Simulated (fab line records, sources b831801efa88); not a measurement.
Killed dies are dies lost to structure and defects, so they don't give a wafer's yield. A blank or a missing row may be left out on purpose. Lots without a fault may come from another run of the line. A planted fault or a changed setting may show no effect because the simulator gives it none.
Chamber matching | flow sky130 | SKY_CONTACT_HDPCVD_02 on hdpcvd-02: 3 sister chambers
The step deposits SiO2, target thk 565 nm, time 94.2 s. 16 wafers are shown with their chamber, then 8 later ones without.

WAFERS WITH THEIR CHAMBER
wafer  | chamber | run_length_s (s)
L505.1 | 1       | 122.2
L505.5 | 1       | 122.5
L505.6 | 2       | 123.3
L506.2 | 1       | 122.0
L506.3 | 0       | 121.9
L506.4 | 0       | 121.5
L507.3 | 0       | 121.7
L507.4 | 0       | 121.7
L507.6 | 1       | 122.0
L509.1 | 0       | 122.4
L509.3 | 1       | 122.0
L509.6 | 2       | 122.5
L511.3 | 1       | 121.9
L511.4 | 2       | 123.2
L511.5 | 1       | 122.6
L512.1 | 1       | 121.8

SIGNATURES (means of the wafers above)
reading      | chamber 0 | chamber 1 | chamber 2 | scatter within a chamber
run_length_s | 121.840   | 122.125   | 123.000   | 0.331
Rule: a wafer's distance from a chamber is the root of the sum, over the readings, of the square of ((its reading less the chamber's mean) divided by the reading's scatter). The wafer belongs to the nearest chamber; if the next one is less than 2 further off, it can't be placed. The scatter: the root of (the sum of the squares of (reading less its chamber's mean) over the shown wafers, divided by (wafers less chambers)).

WAFERS WITHOUT THEIR CHAMBER
wafer  | run_length_s (s)
L512.2 | 121.6
L512.4 | 122.0
L526.1 | 122.2
L526.3 | 121.9
L526.4 | 122.3
L528.1 | 122.5
L528.2 | 121.6
L528.6 | 122.3

WHICH CHAMBER EACH WENT THROUGH
wafer  | from the rows above          | in truth
L512.2 | can't be placed: 0 or 1      | 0
L512.4 | can't be placed: 1 or 0      | 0
L526.1 | can't be placed: 1 or 0      | 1
L526.3 | can't be placed: 0 or 1      | 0
L526.4 | can't be placed: 1 or 0 or 2 | 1
L528.1 | can't be placed: 1 or 2 or 0 | 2
L528.2 | can't be placed: 0 or 1      | 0
L528.6 | can't be placed: 1 or 0 or 2 | 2
Placed correctly: 0 of 8. Can't be placed from these rows: 8 (the true chamber is among the candidates in 8). Placed wrongly: 0.
